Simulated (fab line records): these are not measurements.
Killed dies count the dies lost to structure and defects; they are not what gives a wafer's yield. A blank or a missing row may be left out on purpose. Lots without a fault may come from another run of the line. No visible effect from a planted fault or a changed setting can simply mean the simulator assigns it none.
The tool behind it: which one?	flow sky130	12 lots with 36 wafers sampled at 5 steps, on a route of 708 steps

== WHAT EACH GAUGE READ, for each wafer ==
SKY_POLY_CUT_CD_MEAS_08: target cd 270 nm.
lot	measured	on	cd_nm (nm)
L366	day 23 11:52	cd_sem-01	269.4 270.7 269.9
L367	day 24 03:58	cd_sem-01	271.3 271.6 272.2
L371	day 26 07:37	cd_sem-02	270.2 270.1 270.0
L375	day 27 20:40	cd_sem-02	268.3 266.2 266.8
L377	day 27 22:00	cd_sem-01	270.3 269.5 270.7
L378	day 28 09:07	cd_sem-01	269.2 269.6 269.7
L379	day 28 17:25	cd_sem-02	270.2 269.1 269.3
L382	day 30 07:57	cd_sem-01	270.0 269.1 271.0
L383	day 30 08:17	cd_sem-02	269.2 269.0 269.5
L381	day 30 08:20	cd_sem-01	272.6 272.7 270.7
L384	day 30 12:55	cd_sem-02	269.7 271.1 269.4
L385	day 30 19:10	cd_sem-02	270.8 271.5 270.4

SKY_RES_XHIGH_TW_MEAS_09.
lot	measured	on	RES_XHIGH_TW
L366	day 25 23:25	film_metro-04	1648 1638 1639
L367	day 26 14:29	film_metro-02	1644 1641 1650
L371	day 28 17:11	film_metro-01	1615 1624 1623
L375	day 30 02:46	film_metro-02	1652 1650 1652
L377	day 30 05:01	film_metro-04	1646 1646 1640
L378	day 30 14:49	film_metro-01	1610 1614 1611
L379	day 31 00:02	film_metro-02	1654 1657 1655
L382	day 32 14:16	film_metro-02	1666 1660 1669
L383	day 32 14:33	film_metro-01	1614 1614 1627
L381	day 32 15:16	film_metro-04	1650 1648 1651
L384	day 32 17:39	film_metro-01	1619 1615 1621
L385	day 33 01:49	film_metro-01	1619 1610 1623

SKY_SD_N_CD_MEAS_07: target cd 380 nm.
lot	measured	on	cd_nm (nm)
L366	day 27 04:10	cd_sem-02	380.9 378.5 383.6
L367	day 27 18:49	cd_sem-02	377.4 378.3 378.6
L371	day 29 19:45	cd_sem-01	380.4 380.9 383.3
L375	day 31 06:08	cd_sem-01	381.9 377.2 379.7
L377	day 31 07:37	cd_sem-02	378.6 379.1 380.5
L378	day 31 17:52	cd_sem-01	378.6 377.9 380.0
L379	day 32 03:21	cd_sem-01	380.0 381.6 378.4
L382	day 33 16:40	cd_sem-02	380.3 380.2 380.5
L383	day 33 16:56	cd_sem-02	362.8 366.2 363.2
L381	day 33 18:01	cd_sem-01	367.6 367.6 368.8
L384	day 33 19:52	cd_sem-01	369.3 369.2 369.4
L385	day 34 04:16	cd_sem-02	368.7 368.9 366.9

== TOOL THAT RAN EACH LOT (tool first, then ch and the chambers of the sampled wafers, then the start) ==
lot	SKY_POLY_CUT_ETCH_10	SKY_SD_N_EXPOSE_04
L366	rie_diel-03 ch 1,3, day 23 12:01	iline_stepper-01 ch 0, day 26 14:23
L367	rie_diel-03 ch 1,2, day 24 04:04	iline_stepper-02 ch 0, day 27 04:52
L371	rie_diel-04 ch 1,2,3, day 26 07:44	iline_stepper-01 ch 0, day 29 06:03
L375	rie_diel-04 ch 0,2,3, day 27 20:50	iline_stepper-01 ch 0, day 30 16:22
L377	rie_diel-02 ch 0,1,3, day 27 22:07	iline_stepper-01 ch 0, day 30 17:49
L378	rie_diel-02 ch 1,2,3, day 28 09:16	iline_stepper-02 ch 0, day 31 05:11
L379	rie_diel-03 ch 0,2, day 28 17:32	iline_stepper-01 ch 0, day 31 13:59
L382	rie_diel-03 ch 0,2,3, day 30 08:04	iline_stepper-02 ch 0, day 33 03:48
L383	rie_diel-04 ch 0,2,3, day 30 08:25	iline_stepper-01 ch 0, day 33 04:22
L381	rie_diel-02 ch 1,2, day 30 08:28	iline_stepper-01 ch 0, day 33 04:50
L384	rie_diel-03 ch 0,3, day 30 13:01	iline_stepper-01 ch 0, day 33 07:11
L385	rie_diel-04 ch 1,2, day 30 19:19	iline_stepper-01 ch 0, day 33 15:02
- SKY_POLY_CUT_ETCH_10: etches BARC in N2/H2, stops on SiO2, time 45.9 s, target depth 60 nm.
- SKY_SD_N_EXPOSE_04: exposes mask NSDM, target cd 380 nm.

== WHAT THE TOOLS THEMSELVES READ (means of the sampled wafers that have a number; where no wafer has one, the mark that the record gives instead) ==
SKY_POLY_CUT_ETCH_10.
lot	tool	bias_w (W)	drypump_motor_current_A (A)	h2_flow_sccm (sccm)	oes_product_au (a.u.)	throttle_valve_pct (%)
L366	rie_diel-03	99.83	5.1	199.9	0.852	13.229
L367	rie_diel-03	99.97	5.9	199.9	0.857	13.235
L371	rie_diel-04	99.86	5.1	200.1	0.851	13.232
L375	rie_diel-04	99.96	5.6	199.7	0.855	13.229
L377	rie_diel-02	100.15	5.6	199.8	0.855	13.221
L378	rie_diel-02	99.63	5.7	200.4	0.851	13.224
L379	rie_diel-03	99.93	5.9	200.3	0.860	13.224
L382	rie_diel-03	99.94	5.4	200.1	0.851	13.223
L383	rie_diel-04	99.62	5.6	200.0	0.855	13.221
L381	rie_diel-02	99.79	6.0	200.0	0.853	13.228
L384	rie_diel-03	99.92	5.0	199.4	0.854	13.219
L385	rie_diel-04	99.72	4.8	200.1	0.856	13.233

SKY_SD_N_EXPOSE_04.
lot	tool	exposure_dose_mJ_cm2
L366	iline_stepper-01	141.01
L367	iline_stepper-02	140.89
L371	iline_stepper-01	141.01
L375	iline_stepper-01	141.03
L377	iline_stepper-01	141.08
L378	iline_stepper-02	140.88
L379	iline_stepper-01	140.96
L382	iline_stepper-02	141.10
L383	iline_stepper-01	134.53
L381	iline_stepper-01	134.39
L384	iline_stepper-01	134.45
L385	iline_stepper-01	134.50

== THE ANSWER, worked out from the rows above alone ==
Rule: usual is defined by the lots themselves. Put in order of their means at a reading, lots are off if they are a third of the lots or fewer, leave a main group of 4 or more, and stand apart from it by a gap of 3 or more times the standard deviation of the main group's means; of several such gaps the widest counts. A main group is skipped when, at the precision printed for the reading in the tables above, its means are all equal. A lot without any number at a reading at which 4 lots or more have one is off too. Where the step has rows for the other lots, those lots are counted as sound. After the gauges, taken in route order, come the tools' own readings; for these a lot's mean is taken, as printed above. At the first step where some lot is off, the reading lying furthest off is the one used; lots without a number count as furthest.
Off, at SKY_SD_N_CD_MEAS_07 on cd_nm: L383, L381, L384, L385. The main group: mean 379.9 nm, standard deviation 1.
A tool fits if, at a process step before that reading, it ran every lot that is off, and no sound lot after the first of them. Not tried: the gauges at SKY_SD_N_CD_MEAS_07; whatever is off there is also off at SKY_SD_N_EXPOSE_04, on other tools, and gauge error can't account for it. One fits: SKY_SD_N_EXPOSE_04 on iline_stepper-01. A fault onset in the window from L379 (day 31 13:59, its last sound lot) to L383 (day 33 04:22, its first lot off) fits.
On the lots that are off, the tool's own readings at SKY_SD_N_EXPOSE_04 differ by more than 5 times the standard deviation of the sound lots' means, which bears it out; exposure_dose_mJ_cm2 reads 134.47 there versus 141.00 on the sound lots.

== WHAT THE SIMULATOR HAD PUT IN ==
Process parameter drift: iline_stepper-01, from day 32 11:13 on, at SKY_SD_N_EXPOSE_04. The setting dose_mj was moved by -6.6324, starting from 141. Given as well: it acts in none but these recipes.
Shown lots that were struck: L383, L381, L384, L385. The rule above found the same.
